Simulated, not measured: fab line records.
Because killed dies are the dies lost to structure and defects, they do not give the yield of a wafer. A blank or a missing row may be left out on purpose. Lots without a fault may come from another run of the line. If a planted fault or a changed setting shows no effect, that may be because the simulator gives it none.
A single fault, viewed from 2 desks + flow gf180mcu + every desk sees just its own numbers, and what lay behind them comes last

## FROM THE METROLOGY DESK
What the gauges read for every lot (on any tool): the sampled wafers with a number, averaged. Any lot whose mean is over 4 standard deviations away from the usual mean is out of limits and marked OUT; that distance is given in the brackets.
Columns: A = cd nm at GF_NSD_CD_MEAS_07, usual 399.8 nm; B = cd nm at GF_PSD_CD_MEAS_07, usual 401.1 nm; C = PSD_TW at GF_PSD_TW_MEAS_11, usual 3164; D = NSD_RS at GF_PSD_RS_MEAS_14, usual 46.13 ohm/sq
| lot  | first seen here | A     | B     | C    | D               |
|------|-----------------|-------|-------|------|-----------------|
| L250 | day 13 13:59    | 398.5 | 399.8 | 3153 | 46.16           |
| L254 | day 14 21:14    | 402.3 | 402.1 | 3146 | 46.11           |
| L255 | day 15 02:10    | 398.3 | 405.4 | 3227 | 46.20           |
| L257 | day 15 20:00    | 400.3 | 404.3 | 3154 | 46.08           |
| L260 | day 17 04:02    | 402.7 | 399.4 | 3152 | 46.21           |
| L261 | day 17 08:13    | 399.0 | 404.5 | 3238 | 46.14           |
| L262 | day 17 21:23    | 398.6 | 400.5 | 3161 | 46.22           |
| L266 | day 20 00:08    | 400.5 | 403.9 | 3138 | 47.40 (+14) OUT |
| L267 | day 20 02:46    | 398.6 | 398.2 | 3134 | 47.39 (+14) OUT |
| L270 | day 20 17:20    | 401.7 | 402.6 | 3147 | 46.09           |
| L271 | day 21 01:48    | 401.0 | 399.9 | 3221 | 46.32           |
| L272 | day 21 12:23    | 401.0 | 399.3 | 3153 | 46.06           |
This desk reports L266, L267 out of limits; the earliest was L266 at day 21 01:43 (NSD_RS at GF_PSD_RS_MEAS_14). Within limits: L250, L254, L255, L257, L260, L261, L262, L270, L271, L272.

## FOR THE TOOL OWNER'S DESK: implanter-01
The tool's own readings at GF_NSD_IMPLANT_09, given as means over the sampled wafers that have a number, one for each lot that went through this tool. Any lot whose mean is over 4 standard deviations away from the usual mean is out of limits and marked OUT; that distance is given in the brackets.
Columns: A = beam energy keV at GF_NSD_IMPLANT_09, usual 59.995; B = tilt deg at GF_NSD_IMPLANT_09, usual 6.998 degrees
| lot  | first seen here | A                        | B     |
|------|-----------------|--------------------------|-------|
| L250 | day 13 14:09    | 59.993                   | 7.000 |
| L255 | day 15 02:19    | 59.999                   | 7.012 |
| L257 | day 15 20:09    | 60.003                   | 6.960 |
| L260 | day 17 04:12    | 60.001                   | 6.979 |
| L266 | day 20 00:18    | 55.512 (-99 or more) OUT | 6.993 |
| L267 | day 20 02:55    | 55.506 (-99 or more) OUT | 7.009 |
Finding of this desk: L266, L267 out of limits; the first was L266 at day 20 00:18, on beam energy keV at GF_NSD_IMPLANT_09. Within limits: L250, L255, L257, L260.

## PUT TOGETHER
An alarm could have come from the tool owner's desk at day 20 00:18, on L266, L267.
L266, L267 would have let the metrology desk raise an alarm at day 21 01:43.
Of the lots named, all ran GF_NSD_IMPLANT_09 on implanter-01.

## WHAT THE SIMULATOR HAD INSERTED
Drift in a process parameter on implanter-01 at GF_NSD_IMPLANT_09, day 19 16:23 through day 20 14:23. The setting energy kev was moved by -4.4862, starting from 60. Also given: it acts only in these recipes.
Lots struck among those shown: L266, L267.
Fault start to first reading out of limits, in hours, per desk: tool owner, 8; metrology, 33.
